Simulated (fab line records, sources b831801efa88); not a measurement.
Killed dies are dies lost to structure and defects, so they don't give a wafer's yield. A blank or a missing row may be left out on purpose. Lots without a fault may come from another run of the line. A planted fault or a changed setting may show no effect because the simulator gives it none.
Which tool did it? | flow gf180mcu | 13 lots, 39 wafers sampled, at 5 steps of a route of 602

WHAT THE GAUGES READ, wafer by wafer
GF_NSD_CD_MEAS_07: target cd 400 nm.
lot  | measured     | on        | cd_nm (nm)
L278 | day 13 09:34 | cd_sem-02 | 405.3 405.3 404.5
L280 | day 13 22:34 | cd_sem-02 | 400.6 399.5 399.9
L284 | day 15 11:27 | cd_sem-01 | 399.9 400.2 399.3
L285 | day 15 19:10 | cd_sem-01 | 399.1 399.8 397.1
L287 | day 16 08:40 | cd_sem-01 | 400.8 402.1 399.8
L290 | day 17 11:56 | cd_sem-01 | 399.0 398.6 399.5
L294 | day 18 21:49 | cd_sem-02 | 396.9 397.1 394.7
L295 | day 19 04:15 | cd_sem-02 | 396.2 396.7 394.4
L296 | day 19 14:20 | cd_sem-01 | 396.9 397.3 394.8
L297 | day 19 20:40 | cd_sem-01 | 401.4 399.9 402.4
L298 | day 20 07:04 | cd_sem-01 | 397.6 396.9 398.7
L300 | day 20 23:33 | cd_sem-01 | 400.5 399.4 399.7
L301 | day 21 07:30 | cd_sem-02 | 398.2 398.9 399.0

GF_SALICIDE_RS_MEAS_04: measures by four-point-probe.
lot  | measured     | on            | SALICIDE_TIN_RS (ohm/sq)
L278 | day 15 05:17 | film_metro-01 | 16.3 16.9 17.0
L280 | day 15 18:45 | film_metro-02 | 15.8 16.0 16.3
L284 | day 17 09:52 | film_metro-01 | 15.9 16.5 16.1
L285 | day 17 17:57 | film_metro-02 | 16.1 16.1 16.3
L287 | day 18 07:36 | film_metro-03 | 16.1 21.9 16.2 16.0 22.0 16.2
L290 | day 19 13:59 | film_metro-02 | 17.1 17.1 17.2
L294 | day 20 23:37 | film_metro-01 | 16.0 16.0 16.1
L295 | day 21 06:28 | film_metro-02 | 16.0 16.2 16.1
L296 | day 21 16:11 | film_metro-02 | 16.7 16.9 16.8
L297 | day 21 22:44 | film_metro-02 | 15.6 15.6 15.7
L298 | day 22 08:38 | film_metro-02 | 15.9 16.0 16.0
L300 | day 22 23:51 | film_metro-02 | 16.5 16.8 16.2
L301 | day 23 07:04 | film_metro-01 | 15.9 16.3 16.2

GF_CONTACT_BOW_MEAS_05.
lot  | measured     | on            | CONTACT_BOW (um)
L278 | day 15 06:19 | film_metro-01 | 69 60 73
L280 | day 15 19:46 | film_metro-01 | 59 66 58
L284 | day 17 10:53 | film_metro-04 | 61 56 66
L285 | day 17 18:59 | film_metro-04 | 65 62 65
L287 | day 18 12:41 | film_metro-02 | 63 82 65
L290 | day 19 14:59 | film_metro-04 | 62 62 68
L294 | day 21 00:40 | film_metro-01 | 63 68 55
L295 | day 21 07:28 | film_metro-02 | 60 74 53
L296 | day 21 17:11 | film_metro-04 | 60 65 62
L297 | day 21 23:46 | film_metro-01 | 63 70 64
L298 | day 22 09:39 | film_metro-01 | 60 64 57
L300 | day 23 00:51 | film_metro-02 | 75 63 60
L301 | day 23 08:05 | film_metro-02 | 58 74 63

WHICH TOOL RAN EACH LOT (tool, then ch and the chambers of the sampled wafers, then the start)
lot  | GF_HV_LDD_ETCHBACK_58              | GF_SALICIDE_SPUTTER_02
L278 | rie_diel-03 ch 0,2,3, day 12 13:40 | pvd_sputter-02, day 15 05:13
L280 | rie_diel-03 ch 0,2,3, day 13 02:17 | pvd_sputter-04, day 15 18:42
L284 | rie_diel-04 ch 1,2,3, day 14 14:46 | pvd_sputter-03, day 17 09:49
L285 | rie_diel-01 ch 1,2,3, day 14 22:01 | pvd_sputter-03, day 17 17:53
L287 | rie_diel-03 ch 0,1,3, day 15 10:38 | pvd_sputter-04, day 18 07:31
L290 | rie_diel-03 ch 1,2, day 16 13:07   | pvd_sputter-03, day 19 13:55
L294 | rie_diel-03 ch 1,3, day 17 21:55   | pvd_sputter-04, day 20 23:32
L295 | rie_diel-04 ch 0,2,3, day 18 04:46 | pvd_sputter-04, day 21 06:25
L296 | rie_diel-01 ch 0,1,2, day 18 14:08 | pvd_sputter-03, day 21 16:07
L297 | rie_diel-03 ch 0,3, day 18 20:32   | pvd_sputter-04, day 21 22:39
L298 | rie_diel-04 ch 2,3, day 19 07:14   | pvd_sputter-04, day 22 08:34
L300 | rie_diel-04 ch 0,1,3, day 19 23:52 | pvd_sputter-03, day 22 23:47
L301 | rie_diel-03 ch 1,2, day 20 07:28   | pvd_sputter-04, day 23 07:01
- GF_HV_LDD_ETCHBACK_58: etches Si3N4 in CH3F/O2, stops on SiO2, time 100 s, target depth 90 nm.
- GF_SALICIDE_SPUTTER_02: material Co, target thk 10 nm, time 19.75 s.

WHAT THE TOOLS THEMSELVES READ (means of the sampled wafers that have a number; where no wafer has one, the mark that the record gives instead)
GF_HV_LDD_ETCHBACK_58.
lot  | tool        | drypump_motor_current_A (A) | oes_product_au (a.u.) | throttle_valve_pct (%)
L278 | rie_diel-03 | 5.6                         | 0.836                 | 10.560
L280 | rie_diel-03 | 5.6                         | 0.848                 | 10.561
L284 | rie_diel-04 | 5.9                         | 0.847                 | 10.560
L285 | rie_diel-01 | 5.5                         | 0.844                 | 10.567
L287 | rie_diel-03 | 5.6                         | 0.841                 | 10.568
L290 | rie_diel-03 | 5.2                         | 0.842                 | 10.561
L294 | rie_diel-03 | 5.6                         | 0.844                 | 10.564
L295 | rie_diel-04 | 6.2                         | 0.837                 | 10.565
L296 | rie_diel-01 | 5.7                         | 0.843                 | 10.564
L297 | rie_diel-03 | 5.8                         | 0.844                 | 10.553
L298 | rie_diel-04 | 6.0                         | 0.840                 | 10.567
L300 | rie_diel-04 | 6.1                         | 0.843                 | 10.564
L301 | rie_diel-03 | 5.3                         | 0.848                 | 10.560

GF_SALICIDE_SPUTTER_02.
lot  | tool           | throttle_valve_pct (%)
L278 | pvd_sputter-02 | 29.1
L280 | pvd_sputter-04 | 29.3
L284 | pvd_sputter-03 | 31.6
L285 | pvd_sputter-03 | 31.4
L287 | pvd_sputter-04 | 29.4
L290 | pvd_sputter-03 | 29.5
L294 | pvd_sputter-04 | 29.6
L295 | pvd_sputter-04 | 29.5
L296 | pvd_sputter-03 | 30.0
L297 | pvd_sputter-04 | 30.7
L298 | pvd_sputter-04 | 29.6
L300 | pvd_sputter-03 | 30.6
L301 | pvd_sputter-04 | 30.7

THE ANSWER, worked out from the rows above alone
Rule: what is usual is taken from the lots themselves. Put in order of their means at a reading, lots are off if they are a third of the lots or fewer, leave a main group of 4 or more, and stand apart from it by a gap of 3 or more times the standard deviation of the main group's means; of several such gaps the widest counts. A main group whose means are all the same, to the digits that the tables above print for the reading, isn't used. A lot without any number at a reading at which 4 lots or more have one is off too. The other lots that the step has rows for count as sound. The gauges are gone through in route order, then the tools' own readings, and for those a lot's mean is taken as printed above. The first step at which some lot is off is used, and at that step the reading that is off furthest; a lot without a number counts as furthest.
No lot is off at any reading shown: from this, nothing can be told.

WHAT THE SIMULATOR HAD PUT IN
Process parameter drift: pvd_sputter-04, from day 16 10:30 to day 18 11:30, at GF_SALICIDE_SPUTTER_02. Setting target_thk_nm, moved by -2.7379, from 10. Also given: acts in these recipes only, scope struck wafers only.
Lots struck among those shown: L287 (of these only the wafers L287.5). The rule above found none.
